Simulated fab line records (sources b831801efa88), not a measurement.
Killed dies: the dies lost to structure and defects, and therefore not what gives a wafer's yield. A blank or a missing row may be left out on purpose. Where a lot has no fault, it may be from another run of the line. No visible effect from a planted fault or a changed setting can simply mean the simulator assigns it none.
Which tool did it? || flow gf180mcu || 18 wafers from 6 lots sampled at 3 of the route's 602 steps

== WHAT EACH GAUGE READ, for each wafer ==
GF_VT_IMPLANT_TW_MEAS_43.
{"lot": "L797", "measured": "day 7 17:04", "on": "film_metro-02", "VT_IMPLANT_4_TW": "686 689 691"}
{"lot": "L800", "measured": "day 8 22:59", "on": "film_metro-02", "VT_IMPLANT_4_TW": "695 695 695"}
{"lot": "L804", "measured": "day 9 22:57", "on": "film_metro-01", "VT_IMPLANT_4_TW": "696 694 692"}
{"lot": "L805", "measured": "day 10 02:44", "on": "film_metro-01", "VT_IMPLANT_4_TW": "690 687 689"}
{"lot": "L808", "measured": "day 10 22:12", "on": "film_metro-01", "VT_IMPLANT_4_TW": "790 786 791"}
{"lot": "L816", "measured": "day 13 05:01", "on": "film_metro-03", "VT_IMPLANT_4_TW": "676 683 678"}

== WHAT TOOL EACH LOT RAN ON (gives the tool, then ch and the chambers of the sampled wafers, and finally the start) ==
{"lot": "L797", "GF_MVSD_STRIP_10": "plasma_asher-04 ch 0,1, day 4 14:53", "GF_VT_IMPLANT_IMPLANT_41": "implanter-01 ch 0, day 7 16:50"}
{"lot": "L800", "GF_MVSD_STRIP_10": "plasma_asher-04 ch 0,1, day 5 14:23", "GF_VT_IMPLANT_IMPLANT_41": "implanter-01 ch 0, day 8 22:35"}
{"lot": "L804", "GF_MVSD_STRIP_10": "plasma_asher-01 ch 0,1, day 6 11:26", "GF_VT_IMPLANT_IMPLANT_41": "implanter-02 ch 0, day 9 22:44"}
{"lot": "L805", "GF_MVSD_STRIP_10": "plasma_asher-01 ch 1, day 6 16:35", "GF_VT_IMPLANT_IMPLANT_41": "implanter-02 ch 0, day 10 02:30"}
{"lot": "L808", "GF_MVSD_STRIP_10": "plasma_asher-01 ch 0,1, day 7 08:41", "GF_VT_IMPLANT_IMPLANT_41": "implanter-02 ch 0, day 10 21:58"}
{"lot": "L816", "GF_MVSD_STRIP_10": "plasma_asher-03 ch 0,1, day 9 07:32", "GF_VT_IMPLANT_IMPLANT_41": "implanter-01 ch 0, day 13 04:47"}
- GF_MVSD_STRIP_10: strips in O2/N2.
- GF_VT_IMPLANT_IMPLANT_41

== THE ANSWER, worked out from the rows above alone ==
Rule: usual is defined by the lots themselves. The widest of any qualifying gaps counts: lots, ordered by their means at a reading, are off when they make up no more than a third of the lots, leave a main group of 4 or more, and stand apart from it by 3 or more times the standard deviation of that group's means. If all means in a main group match to the digits the tables above print for the reading, that group is not used. Also off: a lot with no number at a reading for which 4 or more lots have one. The other lots that the step has rows for count as sound.
Off: L808, at GF_VT_IMPLANT_TW_MEAS_43 (VT_IMPLANT_4_TW). For the main group the mean is 689 and the standard deviation 5.7.
A tool fits if, at a process step before that reading, it ran every lot that is off, and no sound lot after the first of them. The gauges at GF_VT_IMPLANT_TW_MEAS_43 are tried like those tools. Can't be told from this: 3 tools fit, plasma_asher-01 at GF_MVSD_STRIP_10, implanter-02 at GF_VT_IMPLANT_IMPLANT_41, film_metro-01 at GF_VT_IMPLANT_TW_MEAS_43.

== WHAT THE SIMULATOR HAD INSERTED ==
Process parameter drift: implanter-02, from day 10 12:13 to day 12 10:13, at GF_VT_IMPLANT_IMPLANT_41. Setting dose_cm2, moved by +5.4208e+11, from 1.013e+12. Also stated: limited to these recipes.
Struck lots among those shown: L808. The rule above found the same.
